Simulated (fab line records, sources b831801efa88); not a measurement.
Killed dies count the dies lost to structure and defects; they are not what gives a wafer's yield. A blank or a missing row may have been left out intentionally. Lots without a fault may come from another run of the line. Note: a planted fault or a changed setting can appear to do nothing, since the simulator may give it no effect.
Commonality check across tools + flow sky130 + Sampled: 14 lots, 48 wafers

THE REASON FOR OPENING IT
Of 14 lots, 2 have the reading RES_XHIGH_TW flagged at SKY_RES_XHIGH_TW_MEAS_09. No-fault wafers: 1645, standard deviation 11.
Rule: flag the lot when none of its wafers has a number, or when each of its wafers that has one lies beyond 4 standard deviations from that mean. All remaining lots are regarded as sound.

| lot  | measured     | on           | RES_XHIGH_TW, wafer by wafer | flag    |
|------|--------------|--------------|------------------------------|---------|
| L813 | day 26 20:02 | filmMetro-04 | 1647 1633 1641               |         |
| L814 | day 27 08:23 | filmMetro-03 | 1648 1650 1655               |         |
| L815 | day 28 01:47 | filmMetro-01 | 1638 1639 1641               |         |
| L817 | day 28 14:23 | filmMetro-04 | 1640 1637 1639               |         |
| L820 | day 29 16:59 | filmMetro-03 | 1647 1642 1643               |         |
| L821 | day 29 20:49 | filmMetro-01 | 1649 1642 1647               |         |
| L822 | day 30 09:11 | filmMetro-03 | 1662 1658 1659               |         |
| L824 | day 30 19:58 | filmMetro-04 | 1646 1648 1643               |         |
| L823 | day 30 20:48 | filmMetro-03 | 1665 1659 1658               |         |
| L830 | day 32 18:41 | filmMetro-04 | 30 30 30 30 30 30            | FLAGGED |
| L831 | day 33 05:17 | filmMetro-03 | 30 30 30 30 30 30            | FLAGGED |
| L833 | day 33 17:44 | filmMetro-01 | 1648 1657 1651               |         |
| L834 | day 34 00:59 | filmMetro-04 | 1645 1647 1643               |         |
| L835 | day 34 05:52 | filmMetro-03 | 1654 1648 1657               |         |
On average the flagged lots read 30, which is -1615 against the usual, or -99 or more standard deviations.

TOOL THAT RAN EACH LOT
The record holds 1 process step before the reading, out of a route of 708 steps. Every cell lists first the tool, next ch and the chambers used by the sampled wafers, and last the start.
| lot  | flag    | SKY_RES_XHIGH_DEVELOP_06         |
|------|---------|----------------------------------|
| L813 |         | lithoTrack-01 ch 0, day 26 19:38 |
| L814 |         | lithoTrack-03 ch 0, day 27 08:01 |
| L815 |         | lithoTrack-02 ch 0, day 28 01:25 |
| L817 |         | lithoTrack-01 ch 0, day 28 13:59 |
| L820 |         | lithoTrack-02 ch 0, day 29 16:35 |
| L821 |         | lithoTrack-02 ch 0, day 29 20:28 |
| L822 |         | lithoTrack-01 ch 0, day 30 08:47 |
| L824 |         | lithoTrack-01 ch 0, day 30 19:34 |
| L823 |         | lithoTrack-02 ch 0, day 30 20:26 |
| L830 | FLAGGED | lithoTrack-01, day 32 18:17      |
| L831 | FLAGGED | lithoTrack-01, day 33 04:53      |
| L833 |         | lithoTrack-03 ch 0, day 33 17:22 |
| L834 |         | lithoTrack-02 ch 0, day 34 00:37 |
| L835 |         | lithoTrack-01 ch 0, day 34 05:28 |
What the steps here do:
- SKY_RES_XHIGH_DEVELOP_06: develop time 60 s.
- SKY_RES_XHIGH_TW_MEAS_09

FLAGGED OVER TOTAL, TOOL BY TOOL (the gauges that took the reading come last)
| step                     | tool          | lots run | flagged | share of the flagged lots | sound lots run after its first flagged lot |
|--------------------------|---------------|----------|---------|---------------------------|--------------------------------------------|
| SKY_RES_XHIGH_DEVELOP_06 | lithoTrack-01 | 7        | 2       | all                       | 1 (L835)                                   |
| SKY_RES_XHIGH_DEVELOP_06 | lithoTrack-02 | 5        | 0       | none                      | -                                          |
| SKY_RES_XHIGH_DEVELOP_06 | lithoTrack-03 | 2        | 0       | none                      | -                                          |
| SKY_RES_XHIGH_TW_MEAS_09 | filmMetro-01  | 3        | 0       | none                      | -                                          |
| SKY_RES_XHIGH_TW_MEAS_09 | filmMetro-03  | 6        | 1       | some                      | 1 (L835)                                   |
| SKY_RES_XHIGH_TW_MEAS_09 | filmMetro-04  | 5        | 1       | some                      | 1 (L834)                                   |

WHAT THE TABLE PERMITS
Rows of the table that ran each flagged lot: 1, that is lithoTrack-01 at SKY_RES_XHIGH_DEVELOP_06.
- lithoTrack-01 at SKY_RES_XHIGH_DEVELOP_06 ran 7 lots, 2 of them flagged. Sound lots followed the first flagged one (L835) on it, something a lasting fault affecting the whole tool could not allow. On the flagged lots its readings are blank where sound lots have values: chillPlateTempC.
Not one row of the table ran every flagged lot while running no sound lot after the first.

WHAT HAD BEEN PUT IN BY THE SIMULATOR
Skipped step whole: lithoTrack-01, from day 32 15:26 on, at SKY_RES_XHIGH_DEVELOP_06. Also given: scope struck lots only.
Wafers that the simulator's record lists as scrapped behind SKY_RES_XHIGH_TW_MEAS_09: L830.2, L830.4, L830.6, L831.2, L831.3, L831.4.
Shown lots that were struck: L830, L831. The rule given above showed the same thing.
